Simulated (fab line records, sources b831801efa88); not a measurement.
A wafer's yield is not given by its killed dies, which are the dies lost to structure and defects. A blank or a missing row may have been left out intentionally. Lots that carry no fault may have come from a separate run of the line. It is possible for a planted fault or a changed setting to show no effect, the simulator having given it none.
What tool caused it?	flow gf180mcu	72 wafers from 24 lots sampled at 3 of the route's 602 steps

== WHAT THE GAUGES SHOWED, per wafer ==
GF_M3_CD_MEAS_14: target cd 280 nm. Usual: cd-nm 280.3 nm, standard deviation 1.3.
lot	measured	on	cd-nm (nm)	flag
L074	day 21 09:43	cd-sem-02	279.6 278.2 279.6	
L075	day 21 20:39	cd-sem-02	279.5 279.9 279.1	
L076	day 22 01:03	cd-sem-02	279.7 279.7 280.6	
L077	day 22 11:29	cd-sem-01	277.5 277.9 279.2	
L078	day 23 01:31	cd-sem-02	279.6 278.6 279.2	
L079	day 23 09:31	cd-sem-01	281.0 280.5 280.5	
L080	day 23 17:58	cd-sem-02	280.5 281.1 280.9	
L081	day 24 03:53	cd-sem-01	279.1 280.3 280.1	
L082	day 24 11:46	cd-sem-01	278.8 280.1 279.5	
L083	day 24 14:48	cd-sem-02	280.5 280.8 281.1	
L084	day 25 01:49	cd-sem-01	280.1 279.1 280.0	
L085	day 25 06:51	cd-sem-01	280.0 280.9 279.7	
L086	day 25 12:59	cd-sem-01	279.1 278.7 278.7	
L087	day 25 19:07	cd-sem-02	277.7 279.6 279.8	
L088	day 26 07:49	cd-sem-01	279.5 279.3 280.4	
L089	day 26 13:02	cd-sem-02	281.0 279.6 277.9	
L090	day 26 18:34	cd-sem-02	280.2 281.6 281.6	
L091	day 27 08:13	cd-sem-01	281.3 281.1 280.7	
L092	day 27 08:55	cd-sem-01	281.0 279.3 280.9	
L093	day 27 13:25	cd-sem-01	283.0 283.2 282.1	
L094	day 27 23:58	cd-sem-02	281.4 281.8 280.5	
L095	day 28 08:37	cd-sem-02	283.2 281.7 282.6	
L096	day 28 13:48	cd-sem-02	282.0 281.8 281.6	
L097	day 28 21:04	cd-sem-01	280.9 280.3 280.1	

GF_V3_BOW_MEAS_05. Usual: V3_BOW 116 um, standard deviation 8.6.
lot	measured	on	V3_BOW (um)	flag
L074	day 21 11:05	film-metro-04	105 124 108	
L075	day 21 22:01	film-metro-04	116 116 119	
L076	day 22 02:32	film-metro-04	128 112 121	
L077	day 22 12:58	film-metro-04	113 123 120	
L078	day 23 02:53	film-metro-01	111 116 114	
L079	day 23 10:53	film-metro-02	133 119 138	
L080	day 23 19:19	film-metro-02	125 119 119	
L081	day 24 05:15	film-metro-04	111 102 110	
L082	day 24 13:14	film-metro-01	107 101 119	
L083	day 24 16:12	film-metro-01	116 117 125	
L084	day 25 03:11	film-metro-02	113 118 120	
L085	day 25 08:13	film-metro-04	113 111 109	
L086	day 25 14:21	film-metro-01	101 115 97	
L087	day 25 20:31	film-metro-04	126 123 123	
L088	day 26 09:10	film-metro-02	126 128 109	
L089	day 26 14:49	film-metro-04	111 135 112	
L090	day 26 19:55	film-metro-02	115 108 96	
L091	day 27 09:37	film-metro-01	110 100 109	
L092	day 27 10:24	film-metro-01	112 123 116	
L093	day 27 14:47	film-metro-04	107 100 111	
L094	day 28 01:27	film-metro-04	118 124 124	
L095	day 28 09:59	film-metro-01	107 112 112	
L096	day 28 15:10	film-metro-04	126 122 115	
L097	day 28 22:26	film-metro-04	123 115 119	

GF_V3_THK_MEAS_25: measures by xrf. Usual: V3_W_THK 348 nm, standard deviation 4.4.
lot	measured	on	V3_W_THK (nm)	flag
L074	day 22 11:44	film-metro-04	342 345 347	
L075	day 22 21:56	film-metro-04	354 351 352	
L076	day 23 01:41	film-metro-01	348 345 346	
L077	day 23 13:01	film-metro-04	355 351 350	
L078	day 24 02:02	film-metro-04	350 346 345	
L079	day 24 10:09	film-metro-02	353 356 356	
L080	day 24 19:10	film-metro-01	345 346 349	
L081	day 25 04:33	film-metro-04	341 346 342	
L082	day 25 11:40	film-metro-02	346 348 351	
L083	day 25 15:03	film-metro-04	341 352 347	
L084	day 26 01:48	film-metro-02	353 348 349	
L085	day 26 06:39	film-metro-04	345 345 342	
L086	day 26 12:05	film-metro-02	344 341 346	
L087	day 26 18:07	film-metro-02	345 346 347	
L088	day 27 06:34	film-metro-02	342 345 353	
L089	day 27 11:53	film-metro-02	350 354 355	
L090	day 27 17:01	film-metro-04	355 357 351	
L091	day 28 05:52	film-metro-01	353 348 346	
L092	day 28 07:21	film-metro-02	351 360 354	
L093	day 28 11:24	film-metro-02	349 356 347	
L094	day 28 21:32	film-metro-04	351 347 346	
L095	day 29 06:03	film-metro-01	348 348 350	
L096	day 29 11:09	film-metro-01	345 348 344	
L097	day 29 18:36	film-metro-01	347 352 348	

== WHICH TOOL RAN EACH LOT (tool, then ch and the chambers of the sampled wafers, then the start) ==
Before these readings, the record contains no process step.

== WHAT THE TOOLS THEMSELVES READ (means of the sampled wafers that have a number; where no wafer has one, the mark that the record gives instead) ==
The record holds no such reading with a usual standard deviation.

== THE ANSWER, worked out from the rows above alone ==
Rule: lot off if the mean of its wafers having a number is beyond 3 standard deviations from the usual mean. Also off: a lot with no number at a reading for which 4 or more lots have one. All remaining lots with rows at the step are treated as sound. The gauges are gone through in route order, then the tools' own readings, and for those a lot's mean is taken as printed above. At the first step where some lot is off, the reading lying furthest off is the one used; lots without a number count as furthest.
None of the lots is off at any reading shown; this tells nothing.

== WHAT WAS PUT IN BY THE SIMULATOR ==
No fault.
